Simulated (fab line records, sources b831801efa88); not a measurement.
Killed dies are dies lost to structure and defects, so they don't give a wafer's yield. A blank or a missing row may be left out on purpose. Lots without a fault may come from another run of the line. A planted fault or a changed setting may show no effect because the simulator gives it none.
Which tool did it? | flow sky130 | 14 lots, 41 wafers sampled, at 5 steps of a route of 708

WHAT THE GAUGES READ, wafer by wafer
The record holds no reading of a measuring or inspecting step that can be judged against a usual standard deviation.

WHICH TOOL RAN EACH LOT (tool, then ch and the chambers of the sampled wafers, then the start)
lot  | SKY_METAL4_SPUTTER_02        | SKY_METAL4_SPUTTER_03        | SKY_CAP2M_CVD_00                | SKY_METAL4_ETCH_17                 | SKY_METAL4_METAL_ETCH_18
L634 | pvd_sputter-01, day 39 18:11 | pvd_sputter-01, day 39 18:13 | pecvd-03 ch 0,2, day 39 18:17   | rie_diel-04 ch 1,3, day 41 19:32   | rie_metal-04 ch 0,1, day 41 19:32
L635 | pvd_sputter-03, day 39 19:25 | pvd_sputter-03, day 39 19:28 | pecvd-01 ch 0,1, day 39 19:32   | rie_diel-02 ch 2,3, day 41 21:37   | rie_metal-03 ch 0,1, day 41 21:42
L638 | pvd_sputter-03, day 40 23:41 | pvd_sputter-03, day 40 23:44 | pecvd-01 ch 0,1,2, day 40 23:48 | rie_diel-03 ch 0,3, day 43 00:02   | rie_metal-03 ch 1, day 43 00:02
L639 | pvd_sputter-02, day 41 00:56 | pvd_sputter-02, day 41 00:58 | pecvd-04 ch 0,1,2, day 41 01:02 | rie_diel-02 ch 0,2, day 43 00:11   | rie_metal-04 ch 0,1, day 43 00:13
L640 | pvd_sputter-02, day 41 16:17 | pvd_sputter-02, day 41 16:19 | pecvd-03 ch 0,1,2, day 41 16:23 | rie_diel-04 ch 0,1,2, day 43 15:01 | rie_metal-03 ch 0, day 43 15:01
L641 | pvd_sputter-01, day 41 22:43 | pvd_sputter-01, day 41 22:46 | pecvd-01 ch 1,2, day 41 22:49   | rie_diel-04 ch 0,1,2, day 43 21:40 | rie_metal-04 ch 0, day 43 21:40
L642 | pvd_sputter-03, day 42 02:23 | pvd_sputter-03, day 42 02:25 | pecvd-04 ch 0,2, day 42 02:29   | rie_diel-02 ch 0,1,2, day 44 02:20 | rie_metal-02 ch 0,1, day 44 02:22
L643 | pvd_sputter-01, day 42 10:31 | pvd_sputter-01, day 42 10:33 | pecvd-04 ch 0,1, day 42 10:37   | rie_diel-04 ch 2,3, day 44 08:41   | rie_metal-02 ch 1, day 44 08:43
L644 | pvd_sputter-02, day 42 14:44 | pvd_sputter-02, day 42 14:47 | pecvd-04 ch 1,2, day 42 14:51   | rie_diel-03 ch 1,2, day 44 15:13   | rie_metal-04 ch 0,1, day 44 15:14
L646 | pvd_sputter-03, day 43 10:14 | pvd_sputter-03, day 43 10:17 | pecvd-04 ch 0,1, day 43 10:21   | rie_diel-04 ch 0,3, day 45 07:25   | rie_metal-03 ch 0,1, day 45 07:26
L647 | pvd_sputter-01, day 43 21:28 | pvd_sputter-01, day 43 21:30 | pecvd-01 ch 0,1,2, day 43 21:34 | rie_diel-02 ch 0,1,2, day 45 19:47 | rie_metal-03 ch 0,1, day 45 19:47
L652 | pvd_sputter-03, day 45 02:21 | pvd_sputter-03, day 45 02:23 | pecvd-04 ch 0, day 45 02:27     | rie_diel-03 ch 2, day 46 21:17     | rie_metal-04 ch 0, day 46 21:19
L656 | pvd_sputter-02, day 46 00:27 | pvd_sputter-02, day 46 00:29 | pecvd-04 ch 0,1, day 46 00:34   | rie_diel-02 ch 1,3, day 47 18:16   | rie_metal-03 ch 0,1, day 47 18:17
L657 | pvd_sputter-01, day 46 08:27 | pvd_sputter-01, day 46 08:29 | pecvd-04 ch 0,1, day 46 08:34   | rie_diel-03 ch 2,3, day 48 01:49   | rie_metal-03 ch 0, day 48 01:50
- SKY_METAL4_SPUTTER_02: material AlCu, target thk 735 nm, time 39.1 s.
- SKY_METAL4_SPUTTER_03: material Ti, target thk 5 nm, time 3.3 s.
- SKY_CAP2M_CVD_00: deposits SiO2, target thk 15.5 nm.
- SKY_METAL4_ETCH_17: etches SiO2 in C4F8/O2/Ar, stops on TiN, time 3.9 s, target depth 15 nm.
- SKY_METAL4_METAL_ETCH_18: etches the open film in Cl2/BCl3, stops on SiO2, target depth 845 nm, time 183.1 s.

WHAT THE TOOLS THEMSELVES READ (means of the sampled wafers that have a number; where no wafer has one, the mark that the record gives instead)
SKY_METAL4_SPUTTER_02. Usual: throttle_valve_pct 29.7 %, standard deviation 1.2.
lot  | tool           | throttle_valve_pct (%) | flag
L634 | pvd_sputter-01 | 30.6                   |
L635 | pvd_sputter-03 | 29.6                   |
L638 | pvd_sputter-03 | 29.8                   |
L639 | pvd_sputter-02 | 29.4                   |
L640 | pvd_sputter-02 | 29.2                   |
L641 | pvd_sputter-01 | 30.4                   |
L642 | pvd_sputter-03 | 29.9                   |
L643 | pvd_sputter-01 | 29.1                   |
L644 | pvd_sputter-02 | 29.8                   |
L646 | pvd_sputter-03 | 29.7                   |
L647 | pvd_sputter-01 | 30.6                   |
L652 | pvd_sputter-03 | 29.6                   |
L656 | pvd_sputter-02 | 30.6                   |
L657 | pvd_sputter-01 | 29.6                   |

SKY_METAL4_SPUTTER_03. Usual: throttle_valve_pct 29.7 %, standard deviation 1.2.
lot  | tool           | throttle_valve_pct (%) | flag
L634 | pvd_sputter-01 | 30.5                   |
L635 | pvd_sputter-03 | 29.7                   |
L638 | pvd_sputter-03 | 29.6                   |
L639 | pvd_sputter-02 | 29.3                   |
L640 | pvd_sputter-02 | 29.3                   |
L641 | pvd_sputter-01 | 30.4                   |
L642 | pvd_sputter-03 | 29.9                   |
L643 | pvd_sputter-01 | 29.2                   |
L644 | pvd_sputter-02 | 29.8                   |
L646 | pvd_sputter-03 | 29.5                   |
L647 | pvd_sputter-01 | 30.4                   |
L652 | pvd_sputter-03 | 29.9                   |
L656 | pvd_sputter-02 | 30.4                   |
L657 | pvd_sputter-01 | 29.4                   |

SKY_CAP2M_CVD_00. Usual: heater_power_w 678 W, standard deviation 95.
lot  | tool     | heater_power_w (W) | flag
L634 | pecvd-03 | 786                |
L635 | pecvd-01 | 678                |
L638 | pecvd-01 | 768                |
L639 | pecvd-04 | 614                |
L640 | pecvd-03 | 747                |
L641 | pecvd-01 | 718                |
L642 | pecvd-04 | 715                |
L643 | pecvd-04 | 687                |
L644 | pecvd-04 | 576                |
L646 | pecvd-04 | 647                |
L647 | pecvd-01 | 731                |
L652 | pecvd-04 | 777                |
L656 | pecvd-04 | 593                |
L657 | pecvd-04 | 631                |

SKY_METAL4_ETCH_17. Usual: oes_product_au 0.753 a.u., standard deviation 0.0064.
lot  | tool        | oes_product_au (a.u.) | flag
L634 | rie_diel-04 | 0.751                 |
L635 | rie_diel-02 | 0.753                 |
L638 | rie_diel-03 | 0.748                 |
L639 | rie_diel-02 | 0.753                 |
L640 | rie_diel-04 | 0.758                 |
L641 | rie_diel-04 | 0.749                 |
L642 | rie_diel-02 | 0.752                 |
L643 | rie_diel-04 | 0.752                 |
L644 | rie_diel-03 | 0.758                 |
L646 | rie_diel-04 | 0.750                 |
L647 | rie_diel-02 | 0.753                 |
L652 | rie_diel-03 | 0.756                 |
L656 | rie_diel-02 | 0.751                 |
L657 | rie_diel-03 | 0.756                 |

SKY_METAL4_METAL_ETCH_18. Usual: drypump_motor_current_A 5.7 A, standard deviation 0.31; oes_product_au 0.866 a.u., standard deviation 0.006; throttle_valve_pct 22.263 %, standard deviation 0.0092.
lot  | tool         | drypump_motor_current_A (A) | oes_product_au (a.u.) | throttle_valve_pct (%) | flag
L634 | rie_metal-04 | 5.7                         | 0.867                 | 22.254                 |
L635 | rie_metal-03 | 5.9                         | 0.868                 | 22.264                 |
L638 | rie_metal-03 | 5.8                         | 0.873                 | 22.275                 |
L639 | rie_metal-04 | 5.7                         | 0.872                 | 22.267                 |
L640 | rie_metal-03 | 5.9                         | 0.869                 | 22.268                 |
L641 | rie_metal-04 | 6.0                         | 0.864                 | 22.257                 |
L642 | rie_metal-02 | 5.4                         | 0.862                 | 22.263                 |
L643 | rie_metal-02 | 5.8                         | 0.868                 | 22.260                 |
L644 | rie_metal-04 | 5.7                         | 0.876                 | 22.257                 |
L646 | rie_metal-03 | 5.9                         | 0.903                 | 22.268                 | OFF
L647 | rie_metal-03 | 5.8                         | 0.865                 | 22.254                 |
L652 | rie_metal-04 | 6.0                         | 0.935                 | 22.265                 | OFF
L656 | rie_metal-03 | 5.8                         | 0.866                 | 22.270                 |
L657 | rie_metal-03 | 5.9                         | 0.866                 | 22.264                 |

THE ANSWER, worked out from the rows above alone
Rule: a lot is off if the mean of its wafers that have a number lies more than 3 standard deviations from the usual mean. A lot without any number at a reading at which 4 lots or more have one is off too. The other lots that the step has rows for count as sound. The gauges are gone through in route order, then the tools' own readings, and for those a lot's mean is taken as printed above. The first step at which some lot is off is used, and at that step the reading that is off furthest; a lot without a number counts as furthest.
Off: L646, L652, at SKY_METAL4_METAL_ETCH_18 (oes_product_au).
A tool fits if, at that step or a process step before it, it ran every lot that is off, and no sound lot after the first of them. One fits: pvd_sputter-03 at SKY_METAL4_SPUTTER_02 and SKY_METAL4_SPUTTER_03. At SKY_METAL4_SPUTTER_02 its last sound lot is L642 (day 42 02:23), its first lot that is off L646 (day 43 10:14): a fault that began between those two fits.

WHAT THE SIMULATOR HAD PUT IN
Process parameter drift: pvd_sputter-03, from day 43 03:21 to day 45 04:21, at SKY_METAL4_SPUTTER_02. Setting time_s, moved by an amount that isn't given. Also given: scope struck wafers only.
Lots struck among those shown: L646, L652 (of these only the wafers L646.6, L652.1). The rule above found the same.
